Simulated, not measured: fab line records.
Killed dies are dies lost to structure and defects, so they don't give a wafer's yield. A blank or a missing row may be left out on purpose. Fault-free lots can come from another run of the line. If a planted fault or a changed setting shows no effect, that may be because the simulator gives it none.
fab line records / flow sky130 / part 2 of 2: steps 24 to 33 of 33
record lots=5 wafers=15 last_day=50
route steps=708 shown VT_ADJUST_HVTR@140 VT_ADJUST_PCH@143 SONOS_TUNNEL@154 SONOS_ONO@168
lots with no fault: from the same line, run without faults
start_h: the number of hours between the record's first day and the start of the first shown wafer of the lot / wait_h: hours from the lot's prior step to this one / " as in the row above / L1.1+2: several wafers, shown together as one row / - no value present, or no start provided / * or withheld: withheld / < > ~ a bound
route shown NAME@n: a module of which the file shows steps, and the number in the route of the first / usual: mean/standard deviation of fault-free wafers / same: alike in all rows / chamber/n: place in a boat / sites: each site's reading / _std_site: their standard deviation / _edge_site: the outer-site mean with the inner-site mean subtracted / radius_mm: how far each site lies from the wafer's centre / mask NAME#n: copy n / behind: the most recent tool/chamber to have shaped the wafer / hold: what put the lot on hold/how long, in hours/how the hold closed / device: whichever transistor did not switch (one of n, p or np) / end of line: at the end of the route, the tests of the same wafers / for a step that has no rows: nothing shown but its recipe / killed: dies that structure and defects cost at the first sort, which is not the same as the wafer's yield / map: the dies of a wafer, with x for killed, . for not killed, _ for no die there
set.NAME: setting as actually run; set.NAME@STEP: the setting as run at that earlier step / model.NAME: the simulator's own value behind a step, which no gauge read
certain route steps with their lots: each step a table, each wafer a row
services: the hour from which a tool's chamber was out of use, counted from the record's first day as start_h (under 0 if before that day), plus the number of hours and why
## steps
# step SKY_SONOS_TUNNEL_IMPLANT_09
# recipe species=B energy_kev=20 dose_cm2=1e+12 tilt_deg=withheld
# usual beam_energy_keV=20.000/0.006
lot.wafer=L078.1 tool=implanter-02 chamber=0 start_h=286.79 wait_h=0.0 beam_energy_keV=20.002
lot.wafer=L078.2 tool=implanter-02 chamber=0 start_h=286.79 wait_h=0.0 beam_energy_keV=20.005
lot.wafer=L078.3 tool=implanter-02 chamber=0 start_h=286.79 wait_h=0.0 beam_energy_keV=20.004
lot.wafer=L083.1 tool=implanter-03 chamber=0 start_h=330.21 wait_h=0.0 beam_energy_keV=20.007
lot.wafer=L083.4 tool=implanter-03 chamber=0 start_h=330.21 wait_h=0.0 beam_energy_keV=20.006
lot.wafer=L083.5 tool=implanter-03 chamber=0 start_h=330.21 wait_h=0.0 beam_energy_keV=20.002
lot.wafer=L088.2 tool=implanter-04 chamber=0 start_h=362.09 wait_h=0.0 beam_energy_keV=19.995
lot.wafer=L088.4 tool=implanter-04 chamber=0 start_h=362.09 wait_h=0.0 beam_energy_keV=20.002
lot.wafer=L088.5 tool=implanter-04 chamber=0 start_h=362.09 wait_h=0.0 beam_energy_keV=19.997
lot.wafer=L092.1 tool=implanter-02 chamber=0 start_h=395.87 wait_h=0.0 beam_energy_keV=20.000
lot.wafer=L092.2 tool=implanter-02 chamber=0 start_h=395.87 wait_h=0.0 beam_energy_keV=20.007
lot.wafer=L092.6 tool=implanter-02 chamber=0 start_h=395.87 wait_h=0.0 beam_energy_keV=19.994
lot.wafer=L096.3 tool=implanter-03 chamber=0 start_h=437.97 wait_h=0.1 beam_energy_keV=19.998
lot.wafer=L096.4 tool=implanter-03 chamber=0 start_h=437.97 wait_h=0.1 beam_energy_keV=19.996
lot.wafer=L096.5 tool=implanter-03 chamber=0 start_h=437.97 wait_h=0.1 beam_energy_keV=20.006
# step SKY_SONOS_TUNNEL_WET_ETCH_10
# recipe chemistry=dHF target_depth_nm=14 target=SiO2 dilution=100:1 temp_c=25 time_s=280
lot.wafer=L078.1+2+3 tool=wet_bench-02 chamber=1 start_h=286.94 wait_h=0.1
lot.wafer=L083.1+4+5 tool=wet_bench-03 chamber=0 start_h=330.41 wait_h=0.2
lot.wafer=L088.2+4+5 tool=wet_bench-03 chamber=1 start_h=362.21 wait_h=0.1
lot.wafer=L092.1+2+6 tool=wet_bench-01 chamber=0 start_h=396.02 wait_h=0.1
lot.wafer=L096.3+4+5 tool=wet_bench-03 chamber=0 start_h=438.07 wait_h=0.1
# step SKY_SONOS_TUNNEL_STRIP_11
# recipe chemistry=SPM time_s=600 temp_c=130
lot.wafer=L078.1+2+3 tool=wet_bench-03 chamber=0 start_h=287.03 wait_h=0.0
lot.wafer=L083.1+4+5 tool=wet_bench-01 chamber=1 start_h=330.54 wait_h=0.0
lot.wafer=L088.2+4+5 tool=wet_bench-02 chamber=2 start_h=362.30 wait_h=0.0
lot.wafer=L092.1+2+6 tool=wet_bench-02 chamber=3 start_h=396.11 wait_h=0.0
lot.wafer=L096.3+4+5 tool=wet_bench-02 chamber=3 start_h=438.17 wait_h=0.0
# step SKY_SONOS_TUNNEL_TW_MEAS_12
# usual SONOS_TUNNEL_TW=198.6/1.3
lot.wafer=L078.1 tool=film_metro-03 chamber=- start_h=287.21 wait_h=0.0 SONOS_TUNNEL_TW=199.4
lot.wafer=L078.2 tool=film_metro-03 chamber=- start_h=287.21 wait_h=0.0 SONOS_TUNNEL_TW=199.8
lot.wafer=L078.3 tool=film_metro-03 chamber=- start_h=287.21 wait_h=0.0 SONOS_TUNNEL_TW=199.8
lot.wafer=L083.1 tool=film_metro-01 chamber=- start_h=330.72 wait_h=0.0 SONOS_TUNNEL_TW=197.1
lot.wafer=L083.4 tool=film_metro-01 chamber=- start_h=330.72 wait_h=0.0 SONOS_TUNNEL_TW=196.5
lot.wafer=L083.5 tool=film_metro-01 chamber=- start_h=330.72 wait_h=0.0 SONOS_TUNNEL_TW=197.1
lot.wafer=L088.2 tool=film_metro-04 chamber=- start_h=362.48 wait_h=0.0 SONOS_TUNNEL_TW=197.4
lot.wafer=L088.4 tool=film_metro-04 chamber=- start_h=362.48 wait_h=0.0 SONOS_TUNNEL_TW=198.2
lot.wafer=L088.5 tool=film_metro-04 chamber=- start_h=362.48 wait_h=0.0 SONOS_TUNNEL_TW=197.1
lot.wafer=L092.1 tool=film_metro-01 chamber=- start_h=396.81 wait_h=0.0 SONOS_TUNNEL_TW=197.9
lot.wafer=L092.2 tool=film_metro-01 chamber=- start_h=396.81 wait_h=0.0 SONOS_TUNNEL_TW=197.5
lot.wafer=L092.6 tool=film_metro-01 chamber=- start_h=396.81 wait_h=0.0 SONOS_TUNNEL_TW=198.5
lot.wafer=L096.3 tool=film_metro-01 chamber=- start_h=438.36 wait_h=0.0 SONOS_TUNNEL_TW=197.4
lot.wafer=L096.4 tool=film_metro-01 chamber=- start_h=438.36 wait_h=0.0 SONOS_TUNNEL_TW=198.8
lot.wafer=L096.5 tool=film_metro-01 chamber=- start_h=438.36 wait_h=0.0 SONOS_TUNNEL_TW=197.9
# step SKY_SONOS_TUNNEL_CLEAN_13
# recipe chemistry=dHF time_s=20 dilution=100:1 dry=ipa_marangoni
lot.wafer=L078.1+2+3 tool=wet_bench-01 chamber=1 start_h=287.27 wait_h=0.1
lot.wafer=L083.1+4+5 tool=wet_bench-03 chamber=0 start_h=330.78 wait_h=0.1
lot.wafer=L088.2+4+5 tool=wet_bench-01 chamber=1 start_h=362.53 wait_h=0.0
lot.wafer=L092.1+2+6 tool=wet_bench-03 chamber=1 start_h=396.87 wait_h=0.1
lot.wafer=L096.3+4+5 tool=wet_bench-01 chamber=3 start_h=438.40 wait_h=0.0
# step SKY_SONOS_ONO_OXIDATION_00
# recipe temp_c=800 ambient=O2 idle_temp_c=700 ramp_up_c_per_min=10 ramp_down_c_per_min=3 stabilise_s=600 purge_s=300 target_thk_a=26 ox_time_s=1249
# usual tube_center_temp_C_max=802.1/0.35 zone_power_lower_pct=14.5/1.6 zone_power_top_pct=27.9/2.5
lot.wafer=L078.1 tool=furnace-02 chamber=0 start_h=287.76 wait_h=0.5 tube_center_temp_C_max=802.6 zone_power_lower_pct=15.8 zone_power_top_pct=30.5
lot.wafer=L078.2 tool=furnace-02 chamber=0 start_h=287.76 wait_h=0.5 tube_center_temp_C_max=802.3 zone_power_lower_pct=16.0 zone_power_top_pct=30.0
lot.wafer=L078.3 tool=furnace-02 chamber=0 start_h=287.76 wait_h=0.5 tube_center_temp_C_max=802.0 zone_power_lower_pct=16.1 zone_power_top_pct=30.0
lot.wafer=L083.1 tool=furnace-02 chamber=0 start_h=332.15 wait_h=1.4 tube_center_temp_C_max=801.6 zone_power_lower_pct=15.9 zone_power_top_pct=30.6
lot.wafer=L083.4 tool=furnace-02 chamber=0 start_h=332.15 wait_h=1.4 tube_center_temp_C_max=802.1 zone_power_lower_pct=15.7 zone_power_top_pct=30.0
lot.wafer=L083.5 tool=furnace-02 chamber=0 start_h=332.15 wait_h=1.4 tube_center_temp_C_max=802.1 zone_power_lower_pct=15.7 zone_power_top_pct=30.3
lot.wafer=L088.2 tool=furnace-02 chamber=0 start_h=363.13 wait_h=0.6 tube_center_temp_C_max=801.6 zone_power_lower_pct=15.9 zone_power_top_pct=30.3
lot.wafer=L088.4 tool=furnace-02 chamber=0 start_h=363.13 wait_h=0.6 tube_center_temp_C_max=802.6 zone_power_lower_pct=15.8 zone_power_top_pct=29.9
lot.wafer=L088.5 tool=furnace-02 chamber=0 start_h=363.13 wait_h=0.6 tube_center_temp_C_max=801.9 zone_power_lower_pct=15.8 zone_power_top_pct=30.3
lot.wafer=L092.1 tool=furnace-01 chamber=0 start_h=398.03 wait_h=1.1 tube_center_temp_C_max=802.0 zone_power_lower_pct=12.8 zone_power_top_pct=25.1
lot.wafer=L092.2 tool=furnace-01 chamber=0 start_h=398.03 wait_h=1.1 tube_center_temp_C_max=802.6 zone_power_lower_pct=12.7 zone_power_top_pct=25.1
lot.wafer=L092.6 tool=furnace-01 chamber=0 start_h=398.03 wait_h=1.1 tube_center_temp_C_max=803.1 zone_power_lower_pct=12.8 zone_power_top_pct=25.3
lot.wafer=L096.3 tool=furnace-02 chamber=0 start_h=438.42 wait_h=0.0 tube_center_temp_C_max=801.9 zone_power_lower_pct=16.1 zone_power_top_pct=30.0
lot.wafer=L096.4 tool=furnace-02 chamber=0 start_h=438.42 wait_h=0.0 tube_center_temp_C_max=801.9 zone_power_lower_pct=16.1 zone_power_top_pct=30.0
lot.wafer=L096.5 tool=furnace-02 chamber=0 start_h=438.42 wait_h=0.0 tube_center_temp_C_max=801.8 zone_power_lower_pct=16.3 zone_power_top_pct=30.3
# step SKY_SONOS_ONO_THK_MEAS_01
# recipe reads=SiO2_of_SONOS_ONO_OXIDATION_00
# usual SONOS_ONO_OXIDATION_THK=2.60/0.06
lot.wafer=L078.1 tool=film_metro-03 chamber=- start_h=289.11 wait_h=0.0 SONOS_ONO_OXIDATION_THK[nm]=2.58
lot.wafer=L078.2 tool=film_metro-03 chamber=- start_h=289.11 wait_h=0.0 SONOS_ONO_OXIDATION_THK[nm]=2.53
lot.wafer=L078.3 tool=film_metro-03 chamber=- start_h=289.11 wait_h=0.0 SONOS_ONO_OXIDATION_THK[nm]=2.58
lot.wafer=L083.1 tool=film_metro-03 chamber=- start_h=333.50 wait_h=0.0 SONOS_ONO_OXIDATION_THK[nm]=2.56
lot.wafer=L083.4 tool=film_metro-03 chamber=- start_h=333.50 wait_h=0.0 SONOS_ONO_OXIDATION_THK[nm]=2.55
lot.wafer=L083.5 tool=film_metro-03 chamber=- start_h=333.50 wait_h=0.0 SONOS_ONO_OXIDATION_THK[nm]=2.50
lot.wafer=L088.2 tool=film_metro-04 chamber=- start_h=364.49 wait_h=0.0 SONOS_ONO_OXIDATION_THK[nm]=2.65
lot.wafer=L088.4 tool=film_metro-04 chamber=- start_h=364.49 wait_h=0.0 SONOS_ONO_OXIDATION_THK[nm]=2.57
lot.wafer=L088.5 tool=film_metro-04 chamber=- start_h=364.49 wait_h=0.0 SONOS_ONO_OXIDATION_THK[nm]=2.59
lot.wafer=L092.1 tool=film_metro-02 chamber=- start_h=399.37 wait_h=0.0 SONOS_ONO_OXIDATION_THK[nm]=2.51
lot.wafer=L092.2 tool=film_metro-02 chamber=- start_h=399.37 wait_h=0.0 SONOS_ONO_OXIDATION_THK[nm]=2.61
lot.wafer=L092.6 tool=film_metro-02 chamber=- start_h=399.37 wait_h=0.0 SONOS_ONO_OXIDATION_THK[nm]=2.62
lot.wafer=L096.3 tool=film_metro-04 chamber=- start_h=439.78 wait_h=0.0 SONOS_ONO_OXIDATION_THK[nm]=2.54
lot.wafer=L096.4 tool=film_metro-04 chamber=- start_h=439.78 wait_h=0.0 SONOS_ONO_OXIDATION_THK[nm]=2.60
lot.wafer=L096.5 tool=film_metro-04 chamber=- start_h=439.78 wait_h=0.0 SONOS_ONO_OXIDATION_THK[nm]=2.51
# step SKY_SONOS_ONO_CVD_02
# recipe material=Si3N4 precursor=DCS/NH3 target_thk_nm=10.5 temp_c=770 time_s=180 pressure_mtorr=250
# usual pressure_mtorr=250.1/0.48 susceptor_temp_C=770.1/0.35 zone_power_lower_pct=13.6/1.8 zone_power_top_pct=22.98/0.25
lot.wafer=L078.1 tool=lpcvd-02 chamber=0 start_h=294.07 wait_h=5.0 pressure_mtorr=249.5 susceptor_temp_C=769.6 zone_power_lower_pct=14.7 zone_power_top_pct=22.97
lot.wafer=L078.2 tool=lpcvd-02 chamber=0 start_h=294.07 wait_h=5.0 pressure_mtorr=249.8 susceptor_temp_C=769.4 zone_power_lower_pct=15.1 zone_power_top_pct=23.14
lot.wafer=L078.3 tool=lpcvd-02 chamber=0 start_h=294.07 wait_h=5.0 pressure_mtorr=250.0 susceptor_temp_C=769.8 zone_power_lower_pct=14.9 zone_power_top_pct=22.77
lot.wafer=L083.1 tool=lpcvd-02 chamber=0 start_h=335.71 wait_h=2.2 pressure_mtorr=251.1 susceptor_temp_C=770.6 zone_power_lower_pct=15.2 zone_power_top_pct=23.26
lot.wafer=L083.4 tool=lpcvd-02 chamber=0 start_h=335.71 wait_h=2.2 pressure_mtorr=251.4 susceptor_temp_C=769.9 zone_power_lower_pct=15.1 zone_power_top_pct=23.31
lot.wafer=L083.5 tool=lpcvd-02 chamber=0 start_h=335.71 wait_h=2.2 pressure_mtorr=250.9 susceptor_temp_C=770.1 zone_power_lower_pct=15.0 zone_power_top_pct=22.93
lot.wafer=L088.2 tool=lpcvd-02 chamber=1 start_h=367.49 wait_h=3.0 pressure_mtorr=249.6 susceptor_temp_C=769.5 zone_power_lower_pct=11.4 zone_power_top_pct=23.10
lot.wafer=L088.4 tool=lpcvd-02 chamber=1 start_h=367.49 wait_h=3.0 pressure_mtorr=249.3 susceptor_temp_C=769.5 zone_power_lower_pct=11.2 zone_power_top_pct=23.36
lot.wafer=L088.5 tool=lpcvd-02 chamber=1 start_h=367.49 wait_h=3.0 pressure_mtorr=249.6 susceptor_temp_C=769.7 zone_power_lower_pct=11.4 zone_power_top_pct=23.23
lot.wafer=L092.1 tool=lpcvd-02 chamber=1 start_h=401.30 wait_h=1.9 pressure_mtorr=250.4 susceptor_temp_C=770.3 zone_power_lower_pct=11.0 zone_power_top_pct=23.30
lot.wafer=L092.2 tool=lpcvd-02 chamber=1 start_h=401.30 wait_h=1.9 pressure_mtorr=250.2 susceptor_temp_C=770.3 zone_power_lower_pct=11.2 zone_power_top_pct=23.17
lot.wafer=L092.6 tool=lpcvd-02 chamber=1 start_h=401.30 wait_h=1.9 pressure_mtorr=250.3 susceptor_temp_C=770.3 zone_power_lower_pct=11.3 zone_power_top_pct=23.30
lot.wafer=L096.3 tool=lpcvd-02 chamber=0 start_h=439.82 wait_h=0.0 pressure_mtorr=250.2 susceptor_temp_C=770.0 zone_power_lower_pct=14.9 zone_power_top_pct=23.15
lot.wafer=L096.4 tool=lpcvd-02 chamber=0 start_h=439.82 wait_h=0.0 pressure_mtorr=250.4 susceptor_temp_C=770.4 zone_power_lower_pct=15.1 zone_power_top_pct=22.96
lot.wafer=L096.5 tool=lpcvd-02 chamber=0 start_h=439.82 wait_h=0.0 pressure_mtorr=250.2 susceptor_temp_C=770.3 zone_power_lower_pct=15.1 zone_power_top_pct=22.33
# step SKY_SONOS_ONO_THK_MEAS_03
# recipe reads=Si3N4_of_SONOS_ONO_CVD_02
# usual SONOS_ONO_CVD_02_THK=10.48/0.15
lot.wafer=L078.1 tool=film_metro-02 chamber=- start_h=295.65 wait_h=0.0 SONOS_ONO_CVD_02_THK[nm]=10.42
lot.wafer=L078.2 tool=film_metro-02 chamber=- start_h=295.65 wait_h=0.0 SONOS_ONO_CVD_02_THK[nm]=10.64
lot.wafer=L078.3 tool=film_metro-02 chamber=- start_h=295.65 wait_h=0.0 SONOS_ONO_CVD_02_THK[nm]=10.47
lot.wafer=L083.1 tool=film_metro-02 chamber=- start_h=337.29 wait_h=0.0 SONOS_ONO_CVD_02_THK[nm]=10.33
lot.wafer=L083.4 tool=film_metro-02 chamber=- start_h=337.29 wait_h=0.0 SONOS_ONO_CVD_02_THK[nm]=10.47
lot.wafer=L083.5 tool=film_metro-02 chamber=- start_h=337.29 wait_h=0.0 SONOS_ONO_CVD_02_THK[nm]=10.38
lot.wafer=L088.2 tool=film_metro-04 chamber=- start_h=369.08 wait_h=0.0 SONOS_ONO_CVD_02_THK[nm]=10.33
lot.wafer=L088.4 tool=film_metro-04 chamber=- start_h=369.08 wait_h=0.0 SONOS_ONO_CVD_02_THK[nm]=10.35
lot.wafer=L088.5 tool=film_metro-04 chamber=- start_h=369.08 wait_h=0.0 SONOS_ONO_CVD_02_THK[nm]=10.34
lot.wafer=L092.1 tool=film_metro-04 chamber=- start_h=402.35 wait_h=0.0 SONOS_ONO_CVD_02_THK[nm]=10.67
lot.wafer=L092.2 tool=film_metro-04 chamber=- start_h=402.35 wait_h=0.0 SONOS_ONO_CVD_02_THK[nm]=10.52
lot.wafer=L092.6 tool=film_metro-04 chamber=- start_h=402.35 wait_h=0.0 SONOS_ONO_CVD_02_THK[nm]=10.61
lot.wafer=L096.3 tool=film_metro-04 chamber=- start_h=440.89 wait_h=0.0 SONOS_ONO_CVD_02_THK[nm]=10.45
lot.wafer=L096.4 tool=film_metro-04 chamber=- start_h=440.89 wait_h=0.0 SONOS_ONO_CVD_02_THK[nm]=10.37
lot.wafer=L096.5 tool=film_metro-04 chamber=- start_h=440.89 wait_h=0.0 SONOS_ONO_CVD_02_THK[nm]=10.35
# step SKY_SONOS_ONO_CVD_04
# recipe material=SiO2 precursor=SiH4/N2O target_thk_nm=5.7199 temp_c=900 pressure_mtorr=400
# usual pressure_mtorr=399.9/0.91 susceptor_temp_C=900.0/0.38 zone_power_lower_pct=16.2/2.6 zone_power_top_pct=30.8/2.7
lot.wafer=L078.1 tool=lpcvd-03 chamber=0 start_h=295.71 wait_h=0.1 pressure_mtorr=400.3 susceptor_temp_C=900.1 zone_power_lower_pct=13.5 zone_power_top_pct=33.4
lot.wafer=L078.2 tool=lpcvd-03 chamber=0 start_h=295.71 wait_h=0.1 pressure_mtorr=401.4 susceptor_temp_C=899.8 zone_power_lower_pct=13.2 zone_power_top_pct=33.5
lot.wafer=L078.3 tool=lpcvd-03 chamber=0 start_h=295.71 wait_h=0.1 pressure_mtorr=399.4 susceptor_temp_C=899.6 zone_power_lower_pct=13.5 zone_power_top_pct=34.2
lot.wafer=L083.1 tool=lpcvd-03 chamber=0 start_h=337.35 wait_h=0.1 pressure_mtorr=399.5 susceptor_temp_C=900.1 zone_power_lower_pct=13.6 zone_power_top_pct=34.1
lot.wafer=L083.4 tool=lpcvd-03 chamber=0 start_h=337.35 wait_h=0.1 pressure_mtorr=400.6 susceptor_temp_C=899.9 zone_power_lower_pct=13.4 zone_power_top_pct=33.5
lot.wafer=L083.5 tool=lpcvd-03 chamber=0 start_h=337.35 wait_h=0.1 pressure_mtorr=399.9 susceptor_temp_C=899.9 zone_power_lower_pct=13.2 zone_power_top_pct=32.5
lot.wafer=L088.2 tool=lpcvd-03 chamber=1 start_h=369.13 wait_h=0.0 pressure_mtorr=400.8 susceptor_temp_C=900.0 zone_power_lower_pct=18.6 zone_power_top_pct=28.1
lot.wafer=L088.4 tool=lpcvd-03 chamber=1 start_h=369.13 wait_h=0.0 pressure_mtorr=400.8 susceptor_temp_C=900.0 zone_power_lower_pct=18.5 zone_power_top_pct=28.0
lot.wafer=L088.5 tool=lpcvd-03 chamber=1 start_h=369.13 wait_h=0.0 pressure_mtorr=401.7 susceptor_temp_C=899.8 zone_power_lower_pct=18.5 zone_power_top_pct=28.5
lot.wafer=L092.1 tool=lpcvd-03 chamber=1 start_h=402.41 wait_h=0.1 pressure_mtorr=399.5 susceptor_temp_C=900.2 zone_power_lower_pct=18.5 zone_power_top_pct=28.1
lot.wafer=L092.2 tool=lpcvd-03 chamber=1 start_h=402.41 wait_h=0.1 pressure_mtorr=400.1 susceptor_temp_C=899.8 zone_power_lower_pct=18.6 zone_power_top_pct=28.5
lot.wafer=L092.6 tool=lpcvd-03 chamber=1 start_h=402.41 wait_h=0.1 pressure_mtorr=398.6 susceptor_temp_C=899.7 zone_power_lower_pct=18.6 zone_power_top_pct=28.2
lot.wafer=L096.3 tool=lpcvd-03 chamber=1 start_h=440.93 wait_h=0.0 pressure_mtorr=400.9 susceptor_temp_C=900.5 zone_power_lower_pct=18.6 zone_power_top_pct=28.4
lot.wafer=L096.4 tool=lpcvd-03 chamber=1 start_h=440.93 wait_h=0.0 pressure_mtorr=399.4 susceptor_temp_C=900.1 zone_power_lower_pct=18.3 zone_power_top_pct=27.8
lot.wafer=L096.5 tool=lpcvd-03 chamber=1 start_h=440.93 wait_h=0.0 pressure_mtorr=401.7 susceptor_temp_C=900.4 zone_power_lower_pct=19.1 zone_power_top_pct=28.5
## services
tool=implanter-02 chamber=- start_h=215.60 hours=10.0 kind=repair
tool=plasma_asher-04 chamber=- start_h=219.03 hours=6.2 kind=repair
tool=implanter-03 chamber=- start_h=220.37 hours=1.2 kind=repair
tool=plasma_asher-04 chamber=- start_h=220.98 hours=1.5 kind=repair
tool=iline_stepper-01 chamber=- start_h=222.62 hours=2.1 kind=pm
tool=furnace-02 chamber=- start_h=224.57 hours=41.5 kind=repair
tool=plasma_asher-01 chamber=- start_h=237.65 hours=0.3 kind=repair
tool=implanter-01 chamber=- start_h=244.27 hours=5.0 kind=pm
tool=implanter-03 chamber=- start_h=256.95 hours=1.3 kind=repair
tool=plasma_asher-03 chamber=- start_h=257.08 hours=2.8 kind=pm
tool=furnace-02 chamber=- start_h=266.02 hours=3.5 kind=pm
tool=implanter-01 chamber=- start_h=275.35 hours=7.0 kind=repair
tool=implanter-04 chamber=- start_h=279.49 hours=1.3 kind=repair
tool=implanter-04 chamber=- start_h=297.22 hours=4.6 kind=pm
tool=iline_stepper-02 chamber=- start_h=303.59 hours=1.7 kind=pm
tool=wet_bench-02 chamber=- start_h=315.69 hours=4.4 kind=pm
tool=implanter-04 chamber=- start_h=315.84 hours=6.4 kind=repair
tool=iline_stepper-01 chamber=- start_h=318.74 hours=4.4 kind=pm
tool=iline_stepper-01 chamber=- start_h=340.01 hours=1.7 kind=pm
tool=implanter-03 chamber=- start_h=370.60 hours=4.2 kind=pm
tool=furnace-02 chamber=- start_h=381.61 hours=2.8 kind=pm
tool=iline_stepper-01 chamber=- start_h=383.74 hours=8.1 kind=repair
tool=furnace-02 chamber=- start_h=391.61 hours=3.9 kind=pm
tool=implanter-04 chamber=- start_h=435.33 hours=5.9 kind=repair
